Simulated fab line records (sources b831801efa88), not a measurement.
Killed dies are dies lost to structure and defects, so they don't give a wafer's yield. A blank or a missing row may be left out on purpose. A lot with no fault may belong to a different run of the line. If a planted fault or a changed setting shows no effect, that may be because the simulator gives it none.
One fault seen from 2 desks	flow sfqLine	only its own numbers are on each desk; what lay behind them is given at the end

== THE TOOL OWNER'S DESK: rieMetal-02 ==
The tool's own readings at SFQ_TRILAYER_R5_BARC_OPEN_METAL_ETCH_177 (etches BARC in O2, target depth 125 nm, time 41.7 s): means of the sampled wafers that have a number, for each lot that ran on this tool. Any lot whose mean is over 4 standard deviations away from the usual mean is out of limits and marked OUT; that distance is given in the brackets.
Columns: A = drypumpMotorCurrentA at SFQ_TRILAYER_R5_BARC_OPEN_METAL_ETCH_177, usual 5.71 A; B = oesProductAu at SFQ_TRILAYER_R5_BARC_OPEN_METAL_ETCH_177, usual 0.686 a.u.; C = runLengthS at SFQ_TRILAYER_R5_BARC_OPEN_METAL_ETCH_177, usual 70.1 s
lot	first seen here	A	B	C
L213	day 56 20:38	5.80	0.687	70.4
L215	day 57 05:02	5.80	0.680	70.4
L218	day 57 13:26	5.81	0.684	70.4
L226	day 64 06:35	5.72	0.712 (+5.8) OUT	68.7
L227	day 64 09:05	5.77	0.721 (+8.0) OUT	67.9 (-4.8) OUT
L228	day 64 22:27	5.77	0.728 (+9.7) OUT	68.0 (-4.7) OUT
L233	day 70 18:07	5.73	0.688	70.5
L236	day 71 19:43	5.82	0.687	70.4
This desk's finding: out of limits on L226, L227, L228; first on L226, day 64 06:35 (oesProductAu at SFQ_TRILAYER_R5_BARC_OPEN_METAL_ETCH_177). L213, L215, L218, L233, L236 stayed within limits.

== FROM THE METROLOGY DESK ==
What the gauges read for every lot (on any tool): the sampled wafers with a number, averaged. Any lot whose mean is over 4 standard deviations away from the usual mean is out of limits and marked OUT; that distance is given in the brackets.
Columns: A = R5_OVL at SFQ_R5_OVL_MEAS_935, usual 0 nm; B = I5_OVL at SFQ_I5_OVL_MEAS_936, usual 0 nm
lot	first seen here	A	B
L213	day 56 20:35	7	-2
L214	day 57 01:23	-3	-5
L215	day 57 05:00	-7	1
L217	day 57 09:47	-0	-1
L218	day 57 13:23	-2	-2
L220	day 57 22:59	4	-5
L223	day 62 17:51	-5	-5
L226	day 64 06:33	-5	-1
L227	day 64 09:02	-2	-2
L228	day 64 22:25	2	0
L231	day 70 05:17	0	8
L232	day 70 08:26	1	-2
L233	day 70 18:05	-4	4
L235	day 71 12:02	2	-7
L236	day 71 19:41	1	11
This desk's verdict: no lot among the 15 shows anything out of limits.

== PUT TOGETHER ==
At day 64 06:35, on L226, L227, L228, the tool owner's desk was in a position to raise an alarm.
Nothing out of limits was seen by the metrology desk.
The metrology desk has L226, L227, L228 on record, within its limits.
SFQ_TRILAYER_R5_BARC_OPEN_METAL_ETCH_177 was run on rieMetal-02 by each of the lots named.

== WHAT THE SIMULATOR PUT IN ==
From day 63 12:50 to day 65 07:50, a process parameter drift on rieMetal-02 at SFQ_TRILAYER_R5_BARC_OPEN_METAL_ETCH_177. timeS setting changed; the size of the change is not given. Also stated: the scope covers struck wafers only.
Shown lots that were struck: L226, L227, L228.
Delay in hours, fault start to first out-of-limits reading, by desk: the tool owner's desk at 18.
